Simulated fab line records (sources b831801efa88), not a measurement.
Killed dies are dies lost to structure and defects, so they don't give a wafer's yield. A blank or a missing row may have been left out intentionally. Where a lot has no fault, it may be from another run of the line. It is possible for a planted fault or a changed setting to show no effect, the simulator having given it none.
Split-lot experiment / flow sky130 / 23 wafers read from 5 lots, route of 708 steps

SPLIT DETAILS
At SKY_PWDE_COAT_02 (resist thk 3000 nm), the setting resist thk nm was moved away from the recipe's 3000 nm on 6 of the 23 wafers read, by -5.8% to +2.4%. This setting was run at the recipe's value on the other wafers.

The split's own step is where the reading is taken.

THE READING
coat_of_PWDE_COAT_02.thk nm (the simulator's own value, which no gauge read), in nm, at SKY_PWDE_COAT_02 (resist thk 3000 nm). There is no usual value for it anywhere in the file. Here, 17 wafers ran the recipe; their average is 2999 nm with a standard deviation of 6.7 nm.

wafer=L074.1; tool, chamber at the split=litho track-04, 0; resist thk nm as run, nm=3000; against the recipe=recipe; coat_of_PWDE_COAT_02.thk nm, nm=2995; against lot-mates on the recipe=-
wafer=L074.4; tool, chamber at the split=litho track-04, 0; resist thk nm as run, nm=3000; against the recipe=recipe; coat_of_PWDE_COAT_02.thk nm, nm=2995; against lot-mates on the recipe=-
wafer=L074.3; tool, chamber at the split=litho track-04, 0; resist thk nm as run, nm=3000; against the recipe=recipe; coat_of_PWDE_COAT_02.thk nm, nm=2994; against lot-mates on the recipe=-
wafer=L074.5; tool, chamber at the split=litho track-04, 0; resist thk nm as run, nm=3000; against the recipe=recipe; coat_of_PWDE_COAT_02.thk nm, nm=2990; against lot-mates on the recipe=-
wafer=L074.6; tool, chamber at the split=litho track-04, 0; resist thk nm as run, nm=3000; against the recipe=recipe; coat_of_PWDE_COAT_02.thk nm, nm=3000; against lot-mates on the recipe=-
wafer=L079.4; tool, chamber at the split=litho track-04, 0; resist thk nm as run, nm=3000; against the recipe=recipe; coat_of_PWDE_COAT_02.thk nm, nm=3013; against lot-mates on the recipe=-
wafer=L079.5; tool, chamber at the split=litho track-04, 0; resist thk nm as run, nm=3000; against the recipe=recipe; coat_of_PWDE_COAT_02.thk nm, nm=3008; against lot-mates on the recipe=-
wafer=L079.6; tool, chamber at the split=litho track-04, 0; resist thk nm as run, nm=3000; against the recipe=recipe; coat_of_PWDE_COAT_02.thk nm, nm=2999; against lot-mates on the recipe=-
wafer=L082.1; tool, chamber at the split=litho track-04, 0; resist thk nm as run, nm=3071; against the recipe=+2.4%; coat_of_PWDE_COAT_02.thk nm, nm=3076; against lot-mates on the recipe=+76
wafer=L082.2; tool, chamber at the split=litho track-04, 0; resist thk nm as run, nm=3071; against the recipe=+2.4%; coat_of_PWDE_COAT_02.thk nm, nm=3069; against lot-mates on the recipe=+69
wafer=L082.4; tool, chamber at the split=litho track-04, 0; resist thk nm as run, nm=3000; against the recipe=recipe; coat_of_PWDE_COAT_02.thk nm, nm=2995; against lot-mates on the recipe=-
wafer=L082.5; tool, chamber at the split=litho track-04, 0; resist thk nm as run, nm=3071; against the recipe=+2.4%; coat_of_PWDE_COAT_02.thk nm, nm=3058; against lot-mates on the recipe=+58
wafer=L082.6; tool, chamber at the split=litho track-04, 0; resist thk nm as run, nm=3000; against the recipe=recipe; coat_of_PWDE_COAT_02.thk nm, nm=3005; against lot-mates on the recipe=-
wafer=L083.1; tool, chamber at the split=litho track-03, 0; resist thk nm as run, nm=3000; against the recipe=recipe; coat_of_PWDE_COAT_02.thk nm, nm=2990; against lot-mates on the recipe=-
wafer=L083.2; tool, chamber at the split=litho track-03, 0; resist thk nm as run, nm=3000; against the recipe=recipe; coat_of_PWDE_COAT_02.thk nm, nm=2993; against lot-mates on the recipe=-
wafer=L083.3; tool, chamber at the split=litho track-03, 0; resist thk nm as run, nm=3000; against the recipe=recipe; coat_of_PWDE_COAT_02.thk nm, nm=2993; against lot-mates on the recipe=-
wafer=L083.4; tool, chamber at the split=litho track-03, 0; resist thk nm as run, nm=3000; against the recipe=recipe; coat_of_PWDE_COAT_02.thk nm, nm=2995; against lot-mates on the recipe=-
wafer=L083.5; tool, chamber at the split=litho track-03, 0; resist thk nm as run, nm=3000; against the recipe=recipe; coat_of_PWDE_COAT_02.thk nm, nm=3002; against lot-mates on the recipe=-
wafer=L084.1; tool, chamber at the split=litho track-02, 0; resist thk nm as run, nm=2825; against the recipe=-5.8%; coat_of_PWDE_COAT_02.thk nm, nm=2826; against lot-mates on the recipe=-180
wafer=L084.2; tool, chamber at the split=litho track-02, 0; resist thk nm as run, nm=3000; against the recipe=recipe; coat_of_PWDE_COAT_02.thk nm, nm=3004; against lot-mates on the recipe=-
wafer=L084.3; tool, chamber at the split=litho track-02, 0; resist thk nm as run, nm=2825; against the recipe=-5.8%; coat_of_PWDE_COAT_02.thk nm, nm=2828; against lot-mates on the recipe=-178
wafer=L084.5; tool, chamber at the split=litho track-02, 0; resist thk nm as run, nm=3000; against the recipe=recipe; coat_of_PWDE_COAT_02.thk nm, nm=3009; against lot-mates on the recipe=-
wafer=L084.6; tool, chamber at the split=litho track-02, 0; resist thk nm as run, nm=2825; against the recipe=-5.8%; coat_of_PWDE_COAT_02.thk nm, nm=2829; against lot-mates on the recipe=-178

THE FIT
A straight line over all 23 wafers: coat_of_PWDE_COAT_02.thk nm changes by +29.3 nm for each +1% of resist thk nm; r = +1.00; the points scatter about the line by 6.7 nm.
The same after taking each lot's own level away (the mean of its wafers on the recipe; 23 wafers): +30.3 nm for each +1%; r = +1.00; scatter 4.9 nm.
On that fit, the largest move of resist thk nm shifts the reading by 1.8e+02 nm.
From 2994.6 to 3006.7 nm: that is the span of the lots' own levels, equal to 1.8 times the standard deviation above.
So the lot-to-lot level changes the slope little: the two slopes agree.
Check: for one of the wafers moved furthest among these (-5.8%), held out of the fit, the line's prediction against its lot-mates is -176 nm. Against them it came out at -180 nm.

THESE WAFERS: OTHER SPLITS
Other splits were also applied to these wafers ahead of the reading. Each is held against what the fit with the lots' levels taken away leaves over:
other split on the same wafers=SKY_FIELD_ISO_OXIDATION_01 temp c; wafers away from the commonest value=15; r with coat_of_PWDE_COAT_02.thk nm (lot level and that fit taken away)=+0.17
other split on the same wafers=SKY_FIELD_ISO_EXPOSE_10 dose mj; wafers away from the commonest value=7; r with coat_of_PWDE_COAT_02.thk nm (lot level and that fit taken away)=+0.07
other split on the same wafers=SKY_DNWELL_SOFTBAKE_03 temp c; wafers away from the commonest value=10; r with coat_of_PWDE_COAT_02.thk nm (lot level and that fit taken away)=+0.22

THE WHOLE CHAIN: every reading that the file lists as answering this split, in the file's order
step=SKY_PWDE_COAT_02; what it does=resist thk 3000 nm; reading=coat_of_PWDE_COAT_02.thk nm (the simulator's own value, which no gauge read); change (the file's fit)=+30.3 nm for each +1% of the setting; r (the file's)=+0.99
step=SKY_PWDE_STRIP_09; what it does=strips in O2/N2; reading=strip time to endpoint s; change (the file's fit)=withheld for each +1% of the setting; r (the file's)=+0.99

THE FILE'S OWN FIT
coat_of_PWDE_COAT_02.thk nm changes by +30.3 nm for each +1% of resist thk nm, r = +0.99.
